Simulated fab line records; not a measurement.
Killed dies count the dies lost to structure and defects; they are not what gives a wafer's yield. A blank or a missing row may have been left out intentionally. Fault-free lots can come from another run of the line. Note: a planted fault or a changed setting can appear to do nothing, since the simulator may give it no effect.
What tool caused it? + flow sky130 + 14 lots with 42 wafers sampled at 4 steps, on a route of 708 steps

== WHAT EACH GAUGE READ, for each wafer ==
SKY_VT_ADJUST_HVTP_TW_MEAS_11. Usual: VT_ADJUST_HVTP_TW gives 1361 (standard deviation 17).
| lot  | measured     | on            | VT_ADJUST_HVTP_TW | flag |
|------|--------------|---------------|-------------------|------|
| L479 | day 6 12:19  | film-metro-04 | 1365 1359 1357    |      |
| L482 | day 7 00:39  | film-metro-03 | 1343 1346 1342    |      |
| L480 | day 7 01:37  | film-metro-04 | 1346 1350 1352    |      |
| L484 | day 7 05:36  | film-metro-03 | 1331 1343 1334    |      |
| L486 | day 7 23:19  | film-metro-04 | 1356 1350 1361    |      |
| L487 | day 8 08:27  | film-metro-04 | 1361 1369 1365    |      |
| L490 | day 8 20:46  | film-metro-01 | 1390 1394 1381    |      |
| L489 | day 8 21:55  | film-metro-03 | 1344 1342 1346    |      |
| L493 | day 9 17:30  | film-metro-01 | 1373 1374 1373    |      |
| L495 | day 10 12:16 | film-metro-01 | 1378 1379 1383    |      |
| L496 | day 10 15:00 | film-metro-01 | 1384 1381 1383    |      |
| L498 | day 11 04:09 | film-metro-01 | 1389 1382 1379    |      |
| L499 | day 11 07:27 | film-metro-04 | 1365 1372 1357    |      |
| L501 | day 11 21:18 | film-metro-04 | 1369 1362 1361    |      |

SKY_SONOS_TUNNEL_OVL_MEAS_08. Usual: SONOS_TUNNEL_OVL gives 0.6 nm (standard deviation 1.3).
| lot  | measured     | on         | SONOS_TUNNEL_OVL (nm) | flag |
|------|--------------|------------|-----------------------|------|
| L479 | day 11 19:31 | overlay-01 | 2.3 -1.2 2.0          |      |
| L482 | day 12 11:22 | overlay-02 | 1.0 2.5 0.5           |      |
| L480 | day 12 13:19 | overlay-01 | -0.5 0.2 -0.6         |      |
| L484 | day 12 17:37 | overlay-01 | -0.6 1.0 0.4          |      |
| L486 | day 13 18:38 | overlay-02 | - - -                 | OFF  |
| L487 | day 14 00:56 | overlay-01 | - - -                 | OFF  |
| L490 | day 14 19:46 | overlay-01 | 1.4 0.5 1.4           |      |
| L489 | day 14 21:19 | overlay-01 | 2.7 1.4 1.7           |      |
| L493 | day 15 20:49 | overlay-02 | 0.1 0.4 0.0           |      |
| L495 | day 16 21:31 | overlay-01 | -0.5 0.0 2.2          |      |
| L496 | day 17 00:16 | overlay-01 | 2.0 3.0 2.2           |      |
| L498 | day 17 18:46 | overlay-01 | 0.7 1.7 -0.7          |      |
| L499 | day 17 22:28 | overlay-01 | 1.0 1.3 1.1           |      |
| L501 | day 18 13:16 | overlay-02 | -0.6 -0.3 1.4         |      |

SKY_SONOS_TUNNEL_TW_MEAS_12. Usual: SONOS_TUNNEL_TW gives 195.7 (standard deviation 2.9).
| lot  | measured     | on            | SONOS_TUNNEL_TW   | flag |
|------|--------------|---------------|-------------------|------|
| L479 | day 11 19:58 | film-metro-01 | 201.0 201.1 199.6 |      |
| L482 | day 12 11:55 | film-metro-02 | 192.9 193.7 194.9 |      |
| L480 | day 12 13:57 | film-metro-02 | 194.3 193.7 195.0 |      |
| L484 | day 12 18:09 | film-metro-01 | 202.3 201.9 202.0 |      |
| L486 | day 13 19:05 | film-metro-02 | 194.1 194.7 194.7 |      |
| L487 | day 14 01:23 | film-metro-03 | 195.9 195.4 194.8 |      |
| L490 | day 14 20:14 | film-metro-03 | 195.4 195.2 195.5 |      |
| L489 | day 14 21:46 | film-metro-02 | 195.9 194.1 193.8 |      |
| L493 | day 15 21:16 | film-metro-03 | 193.9 193.4 193.1 |      |
| L495 | day 16 21:59 | film-metro-02 | 192.4 193.4 193.7 |      |
| L496 | day 17 00:43 | film-metro-01 | 201.6 200.4 201.2 |      |
| L498 | day 17 19:14 | film-metro-02 | 192.6 193.7 193.1 |      |
| L499 | day 17 22:55 | film-metro-03 | 194.9 194.2 194.2 |      |
| L501 | day 18 13:43 | film-metro-03 | 194.8 194.0 195.9 |      |

== WHICH TOOL RAN EACH LOT (tool, then ch and the chambers of the sampled wafers, then the start) ==
| lot  | SKY_SONOS_TUNNEL_EXPOSE_04          |
|------|-------------------------------------|
| L479 | iline-stepper-02 ch 0, day 11 07:40 |
| L482 | iline-stepper-02 ch 0, day 11 23:22 |
| L480 | iline-stepper-02 ch 0, day 12 00:29 |
| L484 | iline-stepper-01 ch 0, day 12 05:19 |
| L486 | iline-stepper-01, day 13 05:31      |
| L487 | iline-stepper-01, day 13 12:21      |
| L490 | iline-stepper-01 ch 0, day 14 06:14 |
| L489 | iline-stepper-01 ch 0, day 14 07:52 |
| L493 | iline-stepper-01 ch 0, day 15 08:19 |
| L495 | iline-stepper-01 ch 0, day 16 08:38 |
| L496 | iline-stepper-01 ch 0, day 16 10:32 |
| L498 | iline-stepper-01 ch 0, day 17 03:53 |
| L499 | iline-stepper-01 ch 0, day 17 07:41 |
| L501 | iline-stepper-02 ch 0, day 17 22:56 |
- SKY_SONOS_TUNNEL_EXPOSE_04: exposes mask TUNM, target cd 410 nm.

== WHAT THE TOOLS THEMSELVES READ (means of the sampled wafers that have a number; where no wafer has one, the mark that the record gives instead) ==
SKY_SONOS_TUNNEL_EXPOSE_04. Usual: exposure-dose-mJ-cm2 135.94, standard deviation 0.16; focus-offset-nm 0.0 nm, standard deviation 0.55.
| lot  | tool             | exposure-dose-mJ-cm2 | focus-offset-nm (nm) | flag |
|------|------------------|----------------------|----------------------|------|
| L479 | iline-stepper-02 | 136.00               | 0.3                  |      |
| L482 | iline-stepper-02 | 135.89               | 0.5                  |      |
| L480 | iline-stepper-02 | 136.00               | -0.4                 |      |
| L484 | iline-stepper-01 | 135.81               | -0.3                 |      |
| L486 | iline-stepper-01 | -                    | -                    | OFF  |
| L487 | iline-stepper-01 | -                    | -                    | OFF  |
| L490 | iline-stepper-01 | 136.00               | 0.1                  |      |
| L489 | iline-stepper-01 | 135.69               | 0.3                  |      |
| L493 | iline-stepper-01 | 135.85               | -0.5                 |      |
| L495 | iline-stepper-01 | 136.05               | -0.1                 |      |
| L496 | iline-stepper-01 | 135.93               | 0.1                  |      |
| L498 | iline-stepper-01 | 135.93               | 0.4                  |      |
| L499 | iline-stepper-01 | 135.88               | 0.4                  |      |
| L501 | iline-stepper-02 | 136.11               | 0.1                  |      |

== THE ANSWER, worked out from the rows above alone ==
Rule: lot off if the mean of its wafers having a number is beyond 3 standard deviations from the usual mean. A lot without any number at a reading at which 4 lots or more have one is off too. Any other lot the step has rows for is counted as sound. The gauges are gone through in route order, then the tools' own readings, and for those a lot's mean is taken as printed above. At the first step where some lot is off, the reading lying furthest off is the one used; lots without a number count as furthest.
Off: L486, L487, at SKY_SONOS_TUNNEL_OVL_MEAS_08 (SONOS_TUNNEL_OVL). Without a number there: L486, L487.
A tool fits if, at a process step before that reading, it ran every lot that is off, and no sound lot after the first of them. The gauges at SKY_SONOS_TUNNEL_OVL_MEAS_08 aren't tried: what is off there is off at SKY_SONOS_TUNNEL_EXPOSE_04 too, on other tools, and a gauge's error can't cause that. Not one of the candidates tried fits.

== WHAT THE SIMULATOR PUT IN ==
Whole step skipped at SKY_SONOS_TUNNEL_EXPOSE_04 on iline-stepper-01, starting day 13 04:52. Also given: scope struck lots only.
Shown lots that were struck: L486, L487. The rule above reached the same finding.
